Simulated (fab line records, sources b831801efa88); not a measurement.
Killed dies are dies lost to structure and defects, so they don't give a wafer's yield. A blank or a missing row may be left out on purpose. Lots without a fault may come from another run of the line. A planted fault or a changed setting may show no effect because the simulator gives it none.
Which tool did it? | flow sky130 | 12 lots, 36 wafers sampled, at 3 steps of a route of 708

WHAT THE GAUGES READ, wafer by wafer
SKY_SD_N_OVL_MEAS_08.
lot  | measured     | on         | SD_N_OVL (nm)
L566 | day 28 00:22 | overlay-01 | -2.8 -2.7 0.5
L568 | day 29 10:10 | overlay-02 | -1.5 -1.5 -1.8
L570 | day 30 05:25 | overlay-02 | 3.2 1.1 1.7
L571 | day 30 09:05 | overlay-02 | -1.0 -0.1 -1.3
L573 | day 31 07:43 | overlay-02 | -0.6 0.1 -1.3
L578 | day 32 14:14 | overlay-01 | -101.8 -101.1 -101.8
L577 | day 32 14:31 | overlay-02 | -3.1 -2.6 -3.5
L579 | day 32 22:55 | overlay-01 | -100.8 -102.1 -101.8
L580 | day 32 23:31 | overlay-01 | -104.2 -103.8 -102.8
L581 | day 33 07:41 | overlay-01 | -102.2 -103.8 -102.9
L586 | day 35 02:16 | overlay-01 | -0.8 0.5 -0.3
L587 | day 35 07:37 | overlay-01 | 0.2 0.5 -0.8

SKY_SD_N_RS_MEAS_18: measures by four-point-probe.
lot  | measured     | on            | RES_XHIGH_RS (ohm/sq)
L566 | day 28 01:22 | film_metro-04 | 333.7 333.7 333.6
L568 | day 29 11:07 | film_metro-02 | 333.7 334.9 335.4
L570 | day 30 06:22 | film_metro-03 | 331.2 330.2 330.6
L571 | day 30 10:02 | film_metro-04 | 334.4 335.7 334.8
L573 | day 31 08:40 | film_metro-03 | 332.3 331.6 330.7
L578 | day 32 15:11 | film_metro-02 | 334.4 333.0 332.4
L577 | day 32 15:35 | film_metro-03 | 333.2 332.9 331.2
L579 | day 32 23:52 | film_metro-04 | 332.6 332.1 333.6
L580 | day 33 00:32 | film_metro-04 | 331.6 331.4 331.6
L581 | day 33 08:38 | film_metro-03 | 331.9 331.9 330.8
L586 | day 35 03:13 | film_metro-04 | 331.8 330.6 331.6
L587 | day 35 08:37 | film_metro-04 | 331.3 332.5 332.0

WHICH TOOL RAN EACH LOT (tool, then ch and the chambers of the sampled wafers, then the start)
lot  | SKY_SD_N_EXPOSE_04
L566 | iline_stepper-02 ch 0, day 27 12:26
L568 | iline_stepper-01 ch 0, day 28 20:59
L570 | iline_stepper-02 ch 0, day 29 14:55
L571 | iline_stepper-01 ch 0, day 29 19:50
L573 | iline_stepper-01 ch 0, day 30 17:01
L578 | iline_stepper-01 ch 0, day 32 00:01
L577 | iline_stepper-02 ch 0, day 32 00:27
L579 | iline_stepper-01 ch 0, day 32 10:55
L580 | iline_stepper-01 ch 0, day 32 11:29
L581 | iline_stepper-01 ch 0, day 32 18:22
L586 | iline_stepper-02 ch 0, day 34 13:43
L587 | iline_stepper-02 ch 0, day 34 19:29
- SKY_SD_N_EXPOSE_04: exposes mask NSDM, target cd 380 nm.

WHAT THE TOOLS THEMSELVES READ (means of the sampled wafers that have a number; where no wafer has one, the mark that the record gives instead)
SKY_SD_N_EXPOSE_04.
lot  | tool             | focus_offset_nm (nm)
L566 | iline_stepper-02 | -0.1
L568 | iline_stepper-01 | 0.1
L570 | iline_stepper-02 | -0.3
L571 | iline_stepper-01 | -0.2
L573 | iline_stepper-01 | 0.3
L578 | iline_stepper-01 | 0.9
L577 | iline_stepper-02 | 0.2
L579 | iline_stepper-01 | -0.2
L580 | iline_stepper-01 | 0.5
L581 | iline_stepper-01 | -1.3
L586 | iline_stepper-02 | 0.1
L587 | iline_stepper-02 | -0.5

THE ANSWER, worked out from the rows above alone
Rule: what is usual is taken from the lots themselves. Put in order of their means at a reading, lots are off if they are a third of the lots or fewer, leave a main group of 4 or more, and stand apart from it by a gap of 3 or more times the standard deviation of the main group's means; of several such gaps the widest counts. A main group whose means are all the same, to the digits that the tables above print for the reading, isn't used. A lot without any number at a reading at which 4 lots or more have one is off too. The other lots that the step has rows for count as sound. The gauges are gone through in route order, then the tools' own readings, and for those a lot's mean is taken as printed above. The first step at which some lot is off is used, and at that step the reading that is off furthest; a lot without a number counts as furthest.
Off: L578, L579, L580, L581, at SKY_SD_N_OVL_MEAS_08 (SD_N_OVL). The main group: mean -0.7 nm, standard deviation 1.4.
A tool fits if, at a process step before that reading, it ran every lot that is off, and no sound lot after the first of them. The gauges at SKY_SD_N_OVL_MEAS_08 are tried like those tools. One fits: iline_stepper-01 at SKY_SD_N_EXPOSE_04. Its last sound lot is L573 (day 30 17:01), its first lot that is off L578 (day 32 00:01): a fault that began between those two fits.

WHAT THE SIMULATOR HAD PUT IN
Scanner matching overlay: iline_stepper-01, from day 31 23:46 on, at SKY_SD_N_EXPOSE_04. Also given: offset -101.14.
Lots struck among those shown: L578, L579, L580, L581. The rule above found the same.
